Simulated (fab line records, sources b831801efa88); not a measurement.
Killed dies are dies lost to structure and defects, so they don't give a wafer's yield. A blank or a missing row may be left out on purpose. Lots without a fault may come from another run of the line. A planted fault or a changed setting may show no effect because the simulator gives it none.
fab line records | flow sky130
record lots=7 wafers=21 last_day=48
route steps=708 shown CONTACT@412 PAD_OPEN@708
lots that met no fault: from a run of the same line without faults
start_h: hours from the record's first day to the start of the lot's first wafer shown | wait_h: hours since the lot's step before | " the same as in the row above | L1.1+2: a row that stands for several wafers | - no value, or no start given | * or withheld: withheld | < > ~ a bound
route shown NAME@n: a module of which the file shows steps, and the number in the route of the first | usual: mean/standard deviation of fault-free wafers | same: alike in all rows | chamber/n: place in a boat | sites: the reading at each site | _std_site: their standard deviation | _edge_site: outer sites' mean less inner sites' | radius_mm: how far each site lies from the wafer's centre | mask NAME#n: copy n | behind: the tool/chamber that last shaped the wafer | hold: why the lot was held/for how many hours/how that ended | device: the transistor (n, p or np) that didn't switch | end of line: the same wafers' tests at the end of the route | a step without rows: its recipe alone | killed: dies lost to structure and defects at the first sort, not the wafer's yield | map: a wafer's dies, x killed, . not, _ none there
set.NAME: the setting as run; set.NAME@STEP: as run at that earlier step | model.NAME: the simulator's own value behind a step, which no gauge read
lots at some steps of the route; a table a step, a row a wafer
services: from which hour (start_h, from the record's first day; less than 0 if before it) a tool's chamber was out of use, for how many hours, and why
## steps
# step SKY_CONTACT_DEHYDRATE_06
# recipe temp_c=200 time_s=60
# step SKY_CONTACT_HMDS_07
# recipe prime_time_s=60 prime_temp_c=120
# step SKY_CONTACT_COAT_08
# recipe resist=BARC temp_c=withheld time_s=withheld spin_rpm=3000 resist_thk_nm=60
# step SKY_CONTACT_COAT_09
# recipe resist=KrF-thick spin_rpm=3000 resist_thk_nm=450
# step SKY_CONTACT_SOFTBAKE_10
# recipe temp_c=100 time_s=90 resist=KrF-thick
# step SKY_CONTACT_EXPOSE_11
# recipe mask_id=CTM1 na=0.8 source_shape=annular sigma_inner=0.55 sigma_outer=0.85 target_cd_nm=170 dose_mj=38
# step SKY_CONTACT_PEB_12
# recipe peb_temp_c=withheld peb_time_s=withheld resist=KrF-thick
# step SKY_CONTACT_DEVELOP_13
# recipe develop_time_s=60 resist=KrF-thick dev_temp_c=21
# step SKY_CONTACT_CD_MEAS_14
# recipe target_cd_nm=170
# usual cd_nm=170.2/1.5
# columns lot.wafer tool chamber start_h wait_h cd_nm
L240.1 cd_sem-01 - 737.31 - 168.9
L240.2 " - " " 168.7
L240.6 " - " " 168.4
L245.1 cd_sem-02 - 791.57 - 171.1
L245.2 " - " " 171.7
L245.4 " - " " 170.5
L247.1 cd_sem-02 - 808.40 - 171.9
L247.3 " - " " 172.2
L247.6 " - " " 172.8
L248.3 cd_sem-02 - 812.81 - 170.0
L248.4 " - " " 168.8
L248.6 " - " " 169.3
L251.1 cd_sem-02 - 829.81 - 170.1
L251.3 " - " " 169.6
L251.6 " - " " 171.6
L249.1 cd_sem-01 - 831.90 - 166.7
L249.3 " - " " 167.5
L249.5 " - " " 169.2
L255.1 cd_sem-01 - 852.32 - 170.3
L255.2 " - " " 169.7
L255.5 " - " " 169.1
# step SKY_CONTACT_OVL_MEAS_15
# usual CONTACT_OVL=0/5.8
# columns lot.wafer tool chamber start_h wait_h CONTACT_OVL[nm]
L240.1 overlay-01 - 737.43 0.1 1
L240.2 " - " " 6
L240.6 " - " " 7
L245.1 overlay-01 - 791.69 0.1 -2
L245.2 " - " " 0
L245.4 " - " " -2
L247.1 overlay-01 - 808.52 0.1 5
L247.3 " - " " 5
L247.6 " - " " 7
L248.3 overlay-01 - 812.90 0.1 2
L248.4 " - " " -2
L248.6 " - " " 5
L251.1 overlay-02 - 829.93 0.1 -5
L251.3 " - " " -11
L251.6 " - " " 1
L249.1 overlay-01 - 832.02 0.1 11
L249.3 " - " " 14
L249.5 " - " " 12
L255.1 overlay-01 - 852.44 0.1 -6
L255.2 " - " " -10
L255.5 " - " " 5
# step SKY_CONTACT_ETCH_16
# recipe chemistry=N2/H2 target=BARC ion_energy_ev=200 source_w=500 bias_w=100 pressure_mtorr=30 n2_flow_sccm=100 h2_flow_sccm=200 stop_on=SiO2 time_s=45.9 target_depth_a=600
# usual bias_w=99.99/0.27 chamber_pressure_mTorr=30.00/0.035 drypump_motor_current_A=5.8/0.36 oes_product_au=0.855/0.0044 throttle_valve_pct=13.224/0.0099
# columns lot.wafer tool chamber start_h wait_h bias_w chamber_pressure_mTorr drypump_motor_current_A oes_product_au rf_hours_counter_h throttle_valve_pct
L240.1 rie_diel-02 0 737.47 0.0 100.20 30.00 5.3 0.850 9 13.217
L240.2 " 3 " " 100.09 29.98 5.7 0.854 7 13.226
L240.6 " 2 " " 100.29 29.93 6.0 0.851 - 13.235
L245.1 rie_diel-04 3 791.72 0.0 100.07 29.97 5.8 0.850 18 13.240
L245.2 " 1 " " 99.54 29.96 5.2 0.858 8 13.218
L245.4 " 2 " " 100.18 30.03 6.3 0.847 10 13.222
L247.1 rie_diel-02 1 808.56 0.0 100.18 29.99 6.3 0.856 11 13.230
L247.3 " 2 " " 100.15 29.99 6.0 0.855 23 13.224
L247.6 " 1 " " 99.77 29.96 6.3 0.864 - 13.222
L248.3 rie_diel-04 2 812.93 0.0 99.78 30.03 6.3 0.854 11 13.215
L248.4 " 0 " " 99.36 30.01 6.0 0.859 11 13.227
L248.6 " 1 " " 99.94 30.03 5.2 0.859 - 13.210
L251.1 rie_diel-02 2 829.97 0.0 100.18 30.05 6.0 0.853 24 13.208
L251.3 " 1 " " 100.06 30.00 6.2 0.853 12 13.229
L251.6 " 1 " " 100.39 29.99 6.2 0.853 - 13.208
L249.1 rie_diel-03 0 832.06 0.0 99.90 30.00 5.6 0.849 11 13.222
L249.3 " 1 " " 100.17 29.98 5.6 0.855 15 13.226
L249.5 " 2 " " 99.80 29.96 6.2 0.856 - 13.240
L255.1 rie_diel-03 2 852.47 0.0 100.05 29.98 6.2 0.852 8 13.224
L255.2 " 0 " " 99.88 29.97 5.5 0.852 12 13.223
L255.5 " 2 " " 99.54 29.98 6.2 0.852 - 13.235
# step SKY_CONTACT_ETCH_17
# recipe target=SiO2 chemistry=C4F8/O2/Ar stop_on=Si3N4 mask_material=KrF-thick source_w=1500 bias_w=1200 pressure_mtorr=40 c4f8_flow_sccm=withheld O2_flow_sccm=6 Ar_flow_sccm=300 time_s=withheld target_depth_a=3400
# usual bias_w=1200/3.8 chamber_pressure_mTorr=40.00/0.037 oes_product_au=0.891/0.0053
# columns lot.wafer tool chamber start_h wait_h bias_w chamber_pressure_mTorr oes_product_au
L240.1 rie_diel-02 0 737.51 0.0 1201 39.98 0.885
L240.2 " 3 " " 1204 40.01 0.891
L240.6 " 2 " " 1201 40.00 0.890
L245.1 rie_diel-04 3 791.77 0.0 1203 40.00 0.887
L245.2 " 1 " " 1198 40.03 0.890
L245.4 " 2 " " 1198 39.99 0.895
L247.1 rie_diel-02 1 808.60 0.0 1204 40.00 0.891
L247.3 " 2 " " 1201 39.96 0.888
L247.6 " 1 " " 1201 40.01 0.888
L248.3 rie_diel-04 2 812.97 0.0 1192 40.05 0.889
L248.4 " 0 " " 1199 39.98 0.893
L248.6 " 1 " " 1199 40.01 0.887
L251.1 rie_diel-02 2 830.01 0.0 1204 39.98 0.893
L251.3 " 1 " " 1204 39.99 0.887
L251.6 " 1 " " 1201 39.94 0.890
L249.1 rie_diel-03 0 832.10 0.0 1200 40.02 0.901
L249.3 " 1 " " 1203 39.94 0.880
L249.5 " 2 " " 1195 39.96 0.890
L255.1 rie_diel-03 2 852.52 0.0 1201 40.04 0.897
L255.2 " 0 " " 1202 40.02 0.894
L255.5 " 2 " " 1202 40.03 0.889
# step SKY_CONTACT_ETCH_18
# recipe target=Si3N4 chemistry=CHF3/O2 stop_on=TiN source_w=600 bias_w=200 pressure_mtorr=40 chf3_flow_sccm=50 O2_flow_sccm=5 time_s=39 target_depth_a=750
# usual O2_flow_sccm=5.003/0.016 bias_w=200.0/0.61 drypump_motor_current_A=5.8/0.36 oes_product_au=0.855/0.0084 throttle_valve_pct=8.793/0.0086
# columns lot.wafer tool chamber start_h wait_h O2_flow_sccm bias_w drypump_motor_current_A oes_product_au rf_hours_counter_h throttle_valve_pct model.KrF-thick_of_CONTACT_COAT_09.thk_nm
L240.1 rie_diel-02 0 737 - 4.996 199.6 5.3 0.868 9 8.787 239.6
L240.2 " 3 " " 4.993 200.9 5.6 0.864 7 8.801 246.5
L240.6 " 2 " " 4.963 199.9 6.0 0.875 - 8.788 242.3
L245.1 rie_diel-04 3 791 - 4.996 199.4 5.8 0.858 18 8.793 240.5
L245.2 " 1 " " 5.000 199.0 5.2 0.843 8 8.791 239.2
L245.4 " 2 " " 5.021 199.7 6.3 0.845 10 8.792 240.6
L247.1 rie_diel-02 1 808 - - - - - - - 327
L247.3 " 2 " " - - - - - - 325.8
L247.6 " 1 " " - - - - - - 327
L248.3 rie_diel-04 2 813 - - - - - - - 327.3
L248.4 " 0 " " - - - - - - 326.7
L248.6 " 1 " " - - - - - - 326.5
L251.1 rie_diel-02 2 830 - - - - - - - 325.2
L251.3 " 1 " " - - - - - - 327.8
L251.6 " 1 " " - - - - - - 327.4
L249.1 rie_diel-03 0 832 - 5.033 199.4 5.5 0.838 11 8.803 242.8
L249.3 " 1 " " 4.997 199.4 5.6 0.862 15 8.793 242.8
L249.5 " 2 " " 5.005 199.8 6.2 0.858 - 8.793 239.5
L255.1 rie_diel-03 2 852 - 5.025 199.5 6.2 0.860 8 8.795 239.8
L255.2 " 0 " " 5.013 200.3 5.5 0.856 12 8.789 243.6
L255.5 " 2 " " 5.012 199.8 6.2 0.870 - 8.800 241.3
# step SKY_CONTACT_STRIP_19
# recipe chemistry=O2/N2 power_w=1400 pressure_mtorr=1500 platen_temp_c=withheld o2_flow_sccm=3000 n2_flow_sccm=300 overash_fraction=0.5
# usual drypump_motor_current_A=5.7/0.34 oes_product_au=0.381/0.0046 strip_time_to_endpoint_s=3.61/0.03
# columns lot.wafer tool chamber start_h wait_h drypump_motor_current_A oes_product_au rf_hours_counter_h strip_time_to_endpoint_s
L240.1 plasma_asher-03 0 737.60 - 5.9 0.379 95 3.59
L240.2 " 1 " " 5.6 0.387 95 3.67
L240.6 " 1 " " 5.6 0.383 - 3.62
L245.1 plasma_asher-04 0 791.86 - 5.9 0.381 4 3.59
L245.2 " 1 " " 5.2 0.386 4 3.57
L245.4 " 0 " " 5.9 0.382 - 3.59
L247.1 plasma_asher-01 0 808.69 - 6.1 0.416 35 4.51
L247.3 " 0 " " 6.1 0.421 - 4.49
L247.6 " 1 " " 5.3 0.423 - 4.51
L248.3 plasma_asher-01 1 813.09 - 5.3 0.422 - 4.52
L248.4 " 0 " " 6.1 0.420 - 4.49
L248.6 " 0 " " 6.1 0.426 - 4.51
L251.1 plasma_asher-01 0 830.10 - 6.1 0.418 37 4.49
L251.3 " 1 " " 5.3 0.422 - 4.52
L251.6 " 1 " " 5.3 0.416 - 4.50
L249.1 plasma_asher-04 0 832.19 - 6.0 0.383 8 3.62
L249.3 " 0 " " 6.0 0.378 - 3.60
L249.5 " 0 " " 6.0 0.380 - 3.58
L255.1 plasma_asher-04 1 852.61 - 5.2 0.387 10 3.58
L255.2 " 0 " " 5.9 0.381 10 3.61
L255.5 " 0 " " 6.0 0.382 - 3.59
# step SKY_CONTACT_STRIP_20
# recipe chemistry=post_etch_residue_remover time_s=1200 temp_c=72.5
# step SKY_PAD_OPEN_PROBE_99
# usual killed_at_M0_to_M3=43/6.8 killed_at_M4_up=3.0/1.8 killed_at_contacts=23/5.4 killed_at_front_end=15/4.4 killed_at_other=0.3/0.51 killed_dies=85/9.2 killed_on_rim=17/3.7 killed_open=47/6.8 killed_short=39/6.8
# same gross_dies=492 killed_at_back_side=0
# columns lot.wafer tool chamber start_h wait_h killed_at_M0_to_M3 killed_at_M4_up killed_at_contacts killed_at_front_end killed_at_other killed_dies killed_on_rim killed_open killed_short
L240.1 prober-02 - 1075.02 0.1 45 2 32 14 1 94 17 55 39
L240.2 prober-02 - 1075.07 0.1 55 1 26 20 0 102 20 53 49
L240.6 prober-02 - 1075.27 0.2 41 1 28 11 1 82 15 40 42
L245.1 prober-01 - 1118.08 0.1 48 3 23 16 2 92 23 51 41
L245.2 prober-01 - 1118.13 0.1 50 1 18 14 0 83 15 48 35
L245.4 prober-01 - 1118.23 0.2 34 3 20 17 0 74 10 47 27
L247.1 prober-01 - 1130.78 0.1 40 2 436 14 0 492 96 47 33
L247.3 prober-01 - 1130.88 0.2 48 1 429 14 0 492 96 58 45
L247.6 prober-01 - 1131.03 0.2 55 5 419 13 0 492 96 49 44
L248.3 prober-02 - 1134.39 0.2 35 2 435 18 2 492 96 42 32
L248.4 prober-02 - 1134.44 0.2 39 1 437 14 1 492 96 35 39
L248.6 prober-02 - 1134.54 0.2 45 3 432 11 1 492 96 45 35
L251.1 prober-01 - 1144.43 0.1 42 5 423 22 0 492 96 53 36
L251.3 prober-01 - 1144.53 0.2 40 3 434 15 0 492 96 55 30
L251.6 prober-01 - 1144.68 0.2 47 3 431 11 0 492 96 43 43
L249.1 prober-02 - 1145.92 0.1 58 5 17 18 0 98 18 55 43
L249.3 prober-02 - 1146.02 0.2 50 4 26 15 0 95 14 42 53
L249.5 prober-02 - 1146.12 0.2 54 1 17 13 0 85 17 50 35
L255.1 prober-01 - 1163.38 0.1 49 3 25 17 0 94 16 52 42
L255.2 prober-01 - 1163.43 0.1 58 3 31 12 0 104 17 61 43
L255.5 prober-01 - 1163.58 0.2 56 5 24 14 0 99 19 55 44
# killed by level:class
L240.1 VIA1:geometric_particle:open=12 CONTACT:geometric_particle:open=10 LI_CONTACT:geometric_particle:open=10 VIA2:geometric_particle:open=6 CONTACT:geometric_particle:short=5 METAL2:geometric_particle:short=5 VIA3:geometric_particle:open=5 FIELD_ISO:geometric_particle:open=4
L240.2 VIA1:geometric_particle:open=17 METAL2:geometric_particle:short=9 LI_CONTACT:geometric_particle:open=7 CONTACT:geometric_particle:open=7 METAL1:geometric_particle:short=6 VIA2:geometric_particle:open=6 FIELD_ISO:geometric_particle:short=5 FIELD_ISO:geometric_particle:open=5
L240.6 METAL2:geometric_particle:short=12 VIA1:geometric_particle:open=10 CONTACT:geometric_particle:open=9 LI_CONTACT:geometric_particle:open=8 LI_CONTACT:geometric_particle:short=5 VIA1:geometric_particle:short=5 POLY_GATE:geometric_particle:open=4 LOCAL_INTERCONNECT:geometric_particle:short=4
L245.1 CONTACT:geometric_particle:open=12 VIA1:geometric_particle:open=9 POLY_GATE:geometric_particle:open=6 VIA2:geometric_particle:open=6 VIA2:geometric_particle:short=6 METAL2:geometric_particle:short=6 FIELD_ISO:geometric_particle:open=5 VIA1:geometric_particle:short=5
L245.2 VIA1:geometric_particle:open=13 VIA3:geometric_particle:open=11 METAL1:geometric_particle:short=10 CONTACT:geometric_particle:open=8 FIELD_ISO:geometric_particle:short=4 FIELD_ISO:geometric_particle:open=4 LI_CONTACT:geometric_particle:open=4 CONTACT:geometric_particle:short=4
L245.4 VIA2:geometric_particle:open=10 CONTACT:geometric_particle:open=9 LI_CONTACT:geometric_particle:open=7 POLY_GATE:geometric_particle:short=6 POLY_GATE:geometric_particle:open=5 VIA1:geometric_particle:open=5 VIA1:geometric_particle:short=3 VIA3:geometric_particle:open=3
L247.1 CONTACT:area_etch=412 VIA1:geometric_particle:open=9 VIA2:geometric_particle:open=9 LI_CONTACT:geometric_particle:open=7 CONTACT:geometric_particle:open=6 VIA1:geometric_particle:short=5 VIA3:geometric_particle:open=5 METAL2:geometric_particle:short=5
L247.3 CONTACT:area_etch=389 CONTACT:geometric_particle:open=15 VIA1:geometric_particle:open=11 LI_CONTACT:geometric_particle:open=11 VIA1:geometric_particle:short=9 VIA2:geometric_particle:open=7 CONTACT:geometric_particle:short=6 FIELD_ISO:geometric_particle:short=4
L247.6 CONTACT:area_etch=399 VIA1:geometric_particle:open=10 VIA2:geometric_particle:open=9 METAL2:geometric_particle:short=9 VIA3:geometric_particle:open=7 LI_CONTACT:geometric_particle:open=6 CONTACT:geometric_particle:short=5 VIA1:geometric_particle:short=5
L248.3 CONTACT:area_etch=418 POLY_GATE:geometric_particle:open=8 VIA3:geometric_particle:open=6 CONTACT:geometric_particle:open=6 METAL2:geometric_particle:short=6 VIA1:geometric_particle:short=5 METAL1:geometric_particle:short=5 VIA1:geometric_particle:open=5
L248.4 CONTACT:area_etch=418 VIA2:geometric_particle:open=8 METAL1:geometric_particle:short=8 CONTACT:geometric_particle:open=6 VIA3:geometric_particle:open=6 VIA1:geometric_particle:open=6 LOCAL_INTERCONNECT:geometric_particle:short=5 CONTACT:geometric_particle:short=5
L248.6 CONTACT:area_etch=412 CONTACT:geometric_particle:open=13 VIA1:geometric_particle:open=9 METAL1:geometric_particle:short=7 VIA2:geometric_particle:open=6 METAL3:geometric_particle:short=5 POLY_GATE:geometric_particle:short=4 LI_CONTACT:geometric_particle:open=4
L251.1 CONTACT:area_etch=403 VIA1:geometric_particle:open=11 FIELD_ISO:geometric_particle:short=9 VIA2:geometric_particle:open=9 CONTACT:geometric_particle:open=8 FIELD_ISO:geometric_particle:open=5 POLY_GATE:geometric_particle:open=5 LI_CONTACT:geometric_particle:open=5
L251.3 CONTACT:area_etch=407 VIA2:geometric_particle:open=11 LI_CONTACT:geometric_particle:open=10 CONTACT:geometric_particle:open=9 FIELD_ISO:geometric_particle:open=8 VIA3:geometric_particle:open=5 POLY_GATE:geometric_particle:open=4 VIA1:geometric_particle:open=4
L251.6 CONTACT:area_etch=406 LI_CONTACT:geometric_particle:open=10 VIA1:geometric_particle:open=10 METAL2:geometric_particle:short=7 CONTACT:geometric_particle:open=7 VIA1:geometric_particle:short=7 CONTACT:geometric_particle:short=6 VIA3:geometric_particle:short=6
L249.1 VIA1:geometric_particle:open=16 VIA2:geometric_particle:open=13 FIELD_ISO:geometric_particle:open=9 VIA1:geometric_particle:short=7 METAL1:geometric_particle:short=5 LOCAL_INTERCONNECT:geometric_particle:short=5 VIA3:geometric_particle:open=5 METAL2:geometric_particle:short=5
L249.3 VIA1:geometric_particle:open=13 METAL1:geometric_particle:short=8 LI_CONTACT:geometric_particle:open=7 CONTACT:geometric_particle:short=7 VIA1:geometric_particle:short=7 METAL2:geometric_particle:short=6 VIA2:geometric_particle:open=6 LOCAL_INTERCONNECT:geometric_particle:short=5
L249.5 VIA1:geometric_particle:open=16 VIA1:geometric_particle:short=7 CONTACT:geometric_particle:short=5 CONTACT:geometric_particle:open=5 VIA2:geometric_particle:short=5 VIA2:geometric_particle:open=5 VIA3:geometric_particle:open=5 METAL1:geometric_particle:short=4
L255.1 VIA1:geometric_particle:open=11 VIA2:geometric_particle:open=10 LI_CONTACT:geometric_particle:open=8 CONTACT:geometric_particle:open=8 VIA3:geometric_particle:open=8 FIELD_ISO:geometric_particle:short=7 METAL1:geometric_particle:short=6 VIA1:geometric_particle:short=6
L255.2 VIA1:geometric_particle:open=15 CONTACT:geometric_particle:open=11 LI_CONTACT:geometric_particle:open=10 METAL2:geometric_particle:short=9 VIA1:geometric_particle:short=8 VIA2:geometric_particle:open=8 VIA3:geometric_particle:open=7 CONTACT:geometric_particle:short=5
L255.5 VIA1:geometric_particle:open=15 VIA3:geometric_particle:open=10 LI_CONTACT:geometric_particle:open=9 METAL1:geometric_particle:short=8 VIA1:geometric_particle:short=8 CONTACT:geometric_particle:short=6 CONTACT:geometric_particle:open=6 VIA2:geometric_particle:open=5
# map L247.1 (x killed, . not)
__________xxxxxxxxxx_________
________xxxxxxxxxxxxxx_______
______xxxxxxxxxxxxxxxxxx_____
_____xxxxxxxxxxxxxxxxxxxx____
____xxxxxxxxxxxxxxxxxxxxxx___
___xxxxxxxxxxxxxxxxxxxxxxxx__
__xxxxxxxxxxxxxxxxxxxxxxxxxx_
_xxxxxxxxxxxxxxxxxxxxxxxxxxxx
_xxxxxxxxxxxxxxxxxxxxxxxxxxxx
_xxxxxxxxxxxxxxxxxxxxxxxxxxxx
_xxxxxxxxxxxxxxxxxxxxxxxxxxxx
_xxxxxxxxxxxxxxxxxxxxxxxxxxxx
_xxxxxxxxxxxxxxxxxxxxxxxxxxxx
_xxxxxxxxxxxxxxxxxxxxxxxxxxxx
_xxxxxxxxxxxxxxxxxxxxxxxxxxxx
__xxxxxxxxxxxxxxxxxxxxxxxxxx_
___xxxxxxxxxxxxxxxxxxxxxxxx__
____xxxxxxxxxxxxxxxxxxxxxx___
_____xxxxxxxxxxxxxxxxxxxx____
______xxxxxxxxxxxxxxxxxx_____
________xxxxxxxxxxxxxx_______
__________xxxxxxxxxx_________
# map L248.3 (x killed, . not)
__________xxxxxxxxxx_________
________xxxxxxxxxxxxxx_______
______xxxxxxxxxxxxxxxxxx_____
_____xxxxxxxxxxxxxxxxxxxx____
____xxxxxxxxxxxxxxxxxxxxxx___
___xxxxxxxxxxxxxxxxxxxxxxxx__
__xxxxxxxxxxxxxxxxxxxxxxxxxx_
_xxxxxxxxxxxxxxxxxxxxxxxxxxxx
_xxxxxxxxxxxxxxxxxxxxxxxxxxxx
_xxxxxxxxxxxxxxxxxxxxxxxxxxxx
_xxxxxxxxxxxxxxxxxxxxxxxxxxxx
_xxxxxxxxxxxxxxxxxxxxxxxxxxxx
_xxxxxxxxxxxxxxxxxxxxxxxxxxxx
_xxxxxxxxxxxxxxxxxxxxxxxxxxxx
_xxxxxxxxxxxxxxxxxxxxxxxxxxxx
__xxxxxxxxxxxxxxxxxxxxxxxxxx_
___xxxxxxxxxxxxxxxxxxxxxxxx__
____xxxxxxxxxxxxxxxxxxxxxx___
_____xxxxxxxxxxxxxxxxxxxx____
______xxxxxxxxxxxxxxxxxx_____
________xxxxxxxxxxxxxx_______
__________xxxxxxxxxx_________
## services
# columns tool chamber start_h hours kind
plasma_asher-04 - 733.75 9.0 pm
plasma_asher-04 0 733.75 9.0 vent_cycle
plasma_asher-04 1 733.75 9.0 vent_cycle
plasma_asher-04 0 742.75 - clean
plasma_asher-04 1 742.75 - clean
plasma_asher-04 - 769.88 4.3 repair
rie_diel-03 3 772.54 88.9 repair
rie_diel-02 1 786.48 2.8 repair
rie_diel-03 - 799.09 0.5 repair
rie_diel-03 0 802.10 3.3 repair
rie_diel-02 0 804.82 5.1 repair
rie_diel-02 2 810.96 9.2 repair
plasma_asher-01 - 850.02 6.0 repair
## key
first_sign step=SKY_CONTACT_ETCH_18 reading=tool_record direction=missing
effect step=SKY_CONTACT_STRIP_19 reading=strip_time_to_endpoint_s direction=up sigmas=30 usual=* struck=*
effect step=SKY_PAD_OPEN_PROBE_99 reading=killed_at_contacts direction=up sigmas=75 usual=23 struck=431
model_effect step=SKY_CONTACT_ETCH_18 value=KrF-thick_of_CONTACT_COAT_09.thk_nm without=242 struck=326.8
more_kills_born_at SKY_CONTACT_ETCH_18@rie_diel-02=2416 SKY_CONTACT_ETCH_18@rie_diel-04=1248
met_at SKY_CONTACT_ETCH_18
struck_wafers L247.1,L247.3,L247.6,L248.3,L248.4,L248.6,L251.1,L251.3,L251.6
later_rows_left_out L247.1,L247.3,L247.6,L248.3,L248.4,L248.6,L251.1,L251.3,L251.6
tester_left_out L247,L248,L251
onset_between 791 808
fault kind=skipped_step_whole tool=rie_diel-02,rie_diel-04 chamber=- onset_h=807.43 steps=SKY_CONTACT_ETCH_18 scope=struck_lots_only
# tester_left_out: of these lots the tester's yield and bins aren't shown, on N5 and GAA mostly nor the transistor test; their killed dies are dies lost to structure and defects alone, not to doping, threshold or leakage, so they don't give the yield
# later_rows_left_out: the simulator's readings of these wafers behind a module that went badly wrong aren't trusted and aren't shown, but for the sort
